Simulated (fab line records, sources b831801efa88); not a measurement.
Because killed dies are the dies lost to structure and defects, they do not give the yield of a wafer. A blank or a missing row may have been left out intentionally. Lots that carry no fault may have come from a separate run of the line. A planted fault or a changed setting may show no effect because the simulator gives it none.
Lot-split experiment	flow sky130	5 lots, 23 wafers read, on a route of 708 steps

## ABOUT THE SPLIT
At SKY_METAL1_SPUTTER_00 (material Ti, target thk 15 nm, time 10 s), the setting timeS was moved away from the recipe's 10 s on 7 of the 23 wafers read, by -11.1% to +9.7%. The other wafers ran this setting at the recipe's value.

The reading comes from the split's own step.

## THE READING
Ti_of_METAL1_SPUTTER_00.thkNm (the simulator's own value, which no gauge read), in nm, at SKY_METAL1_SPUTTER_00 (material Ti, target thk 15 nm, time 10 s). There is no usual value for it anywhere in the file. Across the 16 wafers here that went through the recipe, the average is 15.14 nm and the standard deviation 0.23 nm.

wafer	tool, chamber at the split	timeS as run, s	against the recipe	Ti_of_METAL1_SPUTTER_00.thkNm, nm	against lot-mates on the recipe
L074.2	pvdSputter-04, -	10	recipe	14.74	-
L074.4	pvdSputter-04, -	10	recipe	15.09	-
L074.5	pvdSputter-04, -	10	recipe	14.86	-
L076.1	pvdSputter-02, -	10	recipe	15.64	-
L076.2	pvdSputter-02, -	8.886	-11.1%	13.46	-1.94
L076.4	pvdSputter-02, -	8.886	-11.1%	13.47	-1.93
L076.5	pvdSputter-02, -	10	recipe	15.5	-
L076.6	pvdSputter-02, -	10	recipe	15.05	-
L081.1	pvdSputter-02, -	10	recipe	15.05	-
L081.2	pvdSputter-02, -	10	recipe	15.03	-
L081.3	pvdSputter-02, -	10	recipe	14.98	-
L081.5	pvdSputter-02, -	10	recipe	14.96	-
L081.6	pvdSputter-02, -	10	recipe	15.15	-
L083.1	pvdSputter-02, -	10	recipe	15.51	-
L083.2	pvdSputter-02, -	10	recipe	15.27	-
L083.3	pvdSputter-02, -	10.57	+5.7%	16.34	+0.95
L083.4	pvdSputter-02, -	10.57	+5.7%	16.51	+1.12
L083.6	pvdSputter-02, -	10.57	+5.7%	16.28	+0.89
L085.1	pvdSputter-02, -	10	recipe	15.04	-
L085.2	pvdSputter-02, -	10.97	+9.7%	16.46	+1.32
L085.4	pvdSputter-02, -	10	recipe	15.25	-
L085.5	pvdSputter-02, -	10.97	+9.7%	16.51	+1.37
L085.6	pvdSputter-02, -	10	recipe	15.13	-

THE FIT
A straight line over all 23 wafers: Ti_of_METAL1_SPUTTER_00.thkNm changes by +0.157 nm for each +1% of timeS; r = +0.95; the points scatter about the line by 0.25 nm.
The same after taking each lot's own level away (the mean of its wafers on the recipe; 23 wafers): +0.162 nm for each +1%; r = +0.98; scatter 0.15 nm.
Per that fit: largest timeS move, reading shift of 1.8 nm.
The lots' own levels span 14.897 to 15.397 nm, that is 2.1 times the standard deviation above.
Hence the lot-to-lot level has little effect on the slope; both slopes agree.
Check: -1.77 nm against its lot-mates is what the line predicts for one of the wafers moved furthest among these (-11.1%) when that wafer is left out of the fit. It came out at -1.94 nm against them.

## THE OTHER SPLITS THESE WAFERS WENT THROUGH
These wafers also went through other splits before the reading. Each is held against what the fit with the lots' levels taken away leaves over:
other split on the same wafers	wafers away from the commonest value	r with Ti_of_METAL1_SPUTTER_00.thkNm (lot level and that fit taken away)
SKY_LOCAL_INTERCONNECT_DEVELOP_10 developTimeS	4	-0.10
SKY_CONTACT_HDPCVD_02 timeS	6	-0.08
SKY_CONTACT_COAT_09 resistThkNm	5	+0.32
SKY_CONTACT_EXPOSE_11 doseMj	9	+0.12
SKY_CONTACT_SPUTTER_23 powerW	9	+0.01

## THE FILE'S OWN FIT
Ti_of_METAL1_SPUTTER_00.thkNm changes by +0.161 nm for each +1% of timeS, r = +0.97.
